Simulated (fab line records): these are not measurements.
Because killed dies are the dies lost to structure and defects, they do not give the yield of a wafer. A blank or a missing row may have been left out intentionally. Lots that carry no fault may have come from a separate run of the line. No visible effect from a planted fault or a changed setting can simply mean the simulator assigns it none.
The same fault as seen by 2 desks | flow gf180mcu | each desk holds nothing but its own numbers, with what lay behind them at the end

FROM THE METROLOGY DESK
Lot by lot, what the gauges showed, no matter which tool ran the lot: averages of those sampled wafers that carry a number. Any lot whose mean is over 4 standard deviations away from the usual mean is out of limits and marked OUT; that distance is given in the brackets.
Columns: A = LVPWELL_TW at GF_LVPWELL_TW_MEAS_11, usual 561; B = VT_IMPLANT_OVL at GF_VT_IMPLANT_OVL_MEAS_07, usual 0.1 nm; C = HV_LDD_RS at GF_HV_LDD_RS_MEAS_53, usual 418.3 ohm/sq; D = NSD_OVL at GF_NSD_OVL_MEAS_08, usual -0.7 nm
lot  | first seen here | A   | B    | C     | D
L255 | day 3 20:41     | 559 | 0.6  | 418.4 | -0.5
L258 | day 4 14:05     | 561 | -0.4 | 418.4 | -0.6
L259 | day 4 20:28     | 558 | 0.2  | 419.5 | 0.6
L260 | day 5 01:47     | 565 | 2.0  | 418.8 | -1.9
L262 | day 5 17:58     | 562 | 1.2  | 415.2 | -1.1
L263 | day 5 22:56     | 560 | 2.3  | 415.3 | -1.1
L264 | day 6 00:57     | 564 | -2.4 | 419.0 | -1.3
L269 | day 7 07:38     | 560 | -0.3 | 419.0 | -1.2
L271 | day 7 16:28     | 564 | -0.4 | 418.2 | 1.5
L272 | day 7 23:32     | 559 | 3.2  | 418.2 | -2.0
L273 | day 8 06:04     | 564 | 0.5  | 419.0 | -1.1
L274 | day 8 09:41     | 558 | 0.3  | 419.3 | -0.2
L276 | day 8 20:17     | 561 | -2.4 | 418.2 | -0.6
L278 | day 9 08:29     | 565 | -0.1 | 417.1 | 0.3
This desk's verdict: no lot among the 14 shows anything out of limits.

FOR THE TOOL OWNER'S DESK: implanter-03
The tool's own readings at GF_HV_LDD_IMPLANT_36, given as means over the sampled wafers that have a number, one for each lot that went through this tool. Any lot whose mean is over 4 standard deviations away from the usual mean is out of limits and marked OUT; that distance is given in the brackets.
Columns: A = dose-ions-cm2 at GF_HV_LDD_IMPLANT_36, usual 7.498e+12; B = faraday-current-uA at GF_HV_LDD_IMPLANT_36, usual 42.3; C = rotation-deg at GF_HV_LDD_IMPLANT_36, usual 270.00 degrees
lot  | first seen here | A                           | B               | C
L258 | day 12 18:16    | 7.500e+12                   | 42.3            | 270.09
L259 | day 12 23:16    | 7.498e+12                   | 42.3            | 269.97
L260 | day 13 12:17    | 7.501e+12                   | 41.9            | 269.99
L262 | day 14 09:23    | 8.432e+12 (+99 or more) OUT | 47.1 (+6.1) OUT | 270.04
L263 | day 14 16:04    | 8.435e+12 (+99 or more) OUT | 47.6 (+6.7) OUT | 270.00
L271 | day 17 02:05    | 7.497e+12                   | 42.8            | 270.00
L272 | day 17 07:31    | 7.496e+12                   | 41.6            | 270.01
L273 | day 17 20:38    | 7.498e+12                   | 42.6            | 270.00
L274 | day 18 00:10    | 7.494e+12                   | 41.9            | 269.94
L276 | day 18 19:23    | 7.502e+12                   | 43.0            | 270.02
Finding of this desk: L262, L263 out of limits; the first was L262 at day 14 09:23, on dose-ions-cm2 at GF_HV_LDD_IMPLANT_36. In limits: L258, L259, L260, L271, L272, L273, L274, L276.

TAKEN TOGETHER
The tool owner's desk had the chance to raise an alarm at day 14 09:23 on L262, L263.
Metrology desk: nothing out of limits seen.
The metrology desk holds a record of L262, L263, inside its limits.
All the named lots went through GF_HV_LDD_IMPLANT_36 on implanter-03.

WHAT THE SIMULATOR HAD PUT IN
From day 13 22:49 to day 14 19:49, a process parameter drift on implanter-03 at GF_HV_LDD_IMPLANT_36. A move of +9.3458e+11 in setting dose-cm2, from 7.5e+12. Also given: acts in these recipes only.
Shown lots that were struck: L262, L263.
How many hours passed from the start of the fault until each desk's first out-of-limits reading: the tool owner's desk, 11.
